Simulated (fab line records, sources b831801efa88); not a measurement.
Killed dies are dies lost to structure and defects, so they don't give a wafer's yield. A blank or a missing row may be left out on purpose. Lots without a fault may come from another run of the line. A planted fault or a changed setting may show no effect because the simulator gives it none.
Which tool did it? | flow gf180mcu | 15 lots, 43 wafers sampled, at 1 step of a route of 602

WHAT THE GAUGES READ, wafer by wafer
GF_V3_CD_MEAS_14: target cd 260 nm.
lot  | measured     | on        | cd_nm (nm)
L381 | day 22 09:09 | cd_sem-01 | 261.1 260.6 261.8
L383 | day 23 01:29 | cd_sem-02 | 261.1 259.6 261.0
L384 | day 23 13:04 | cd_sem-02 | 260.9 261.3 260.9
L385 | day 23 19:57 | cd_sem-01 | 259.8
L389 | day 25 08:12 | cd_sem-02 | 261.1 261.3 261.6
L390 | day 25 09:37 | cd_sem-01 | 259.0 259.8 260.2
L391 | day 25 22:39 | cd_sem-02 | 260.6 259.4 259.7
L393 | day 26 12:11 | cd_sem-01 | 259.8 259.6 260.5
L394 | day 26 19:52 | cd_sem-01 | 259.9 260.6 260.3
L395 | day 27 04:46 | cd_sem-01 | 259.7 259.9 259.6
L398 | day 28 02:13 | cd_sem-02 | 258.9 260.0 259.9
L401 | day 28 17:41 | cd_sem-02 | 261.1 260.2 261.0
L402 | day 28 23:37 | cd_sem-02 | 261.2 259.8 259.8
L403 | day 29 10:46 | cd_sem-02 | 259.0 259.7 260.1
L404 | day 29 17:26 | cd_sem-02 | 261.4 261.9 261.5

WHICH TOOL RAN EACH LOT (tool, then ch and the chambers of the sampled wafers, then the start)
The record holds no process step before these readings.

WHAT THE TOOLS THEMSELVES READ (means of the sampled wafers that have a number; where no wafer has one, the mark that the record gives instead)
The record holds no such reading with a usual standard deviation.

THE ANSWER, worked out from the rows above alone
Rule: what is usual is taken from the lots themselves. Put in order of their means at a reading, lots are off if they are a third of the lots or fewer, leave a main group of 4 or more, and stand apart from it by a gap of 3 or more times the standard deviation of the main group's means; of several such gaps the widest counts. A main group whose means are all the same, to the digits that the tables above print for the reading, isn't used. A lot without any number at a reading at which 4 lots or more have one is off too. The other lots that the step has rows for count as sound. The gauges are gone through in route order, then the tools' own readings, and for those a lot's mean is taken as printed above. The first step at which some lot is off is used, and at that step the reading that is off furthest; a lot without a number counts as furthest.
No lot is off at any reading shown: from this, nothing can be told.

WHAT THE SIMULATOR HAD PUT IN
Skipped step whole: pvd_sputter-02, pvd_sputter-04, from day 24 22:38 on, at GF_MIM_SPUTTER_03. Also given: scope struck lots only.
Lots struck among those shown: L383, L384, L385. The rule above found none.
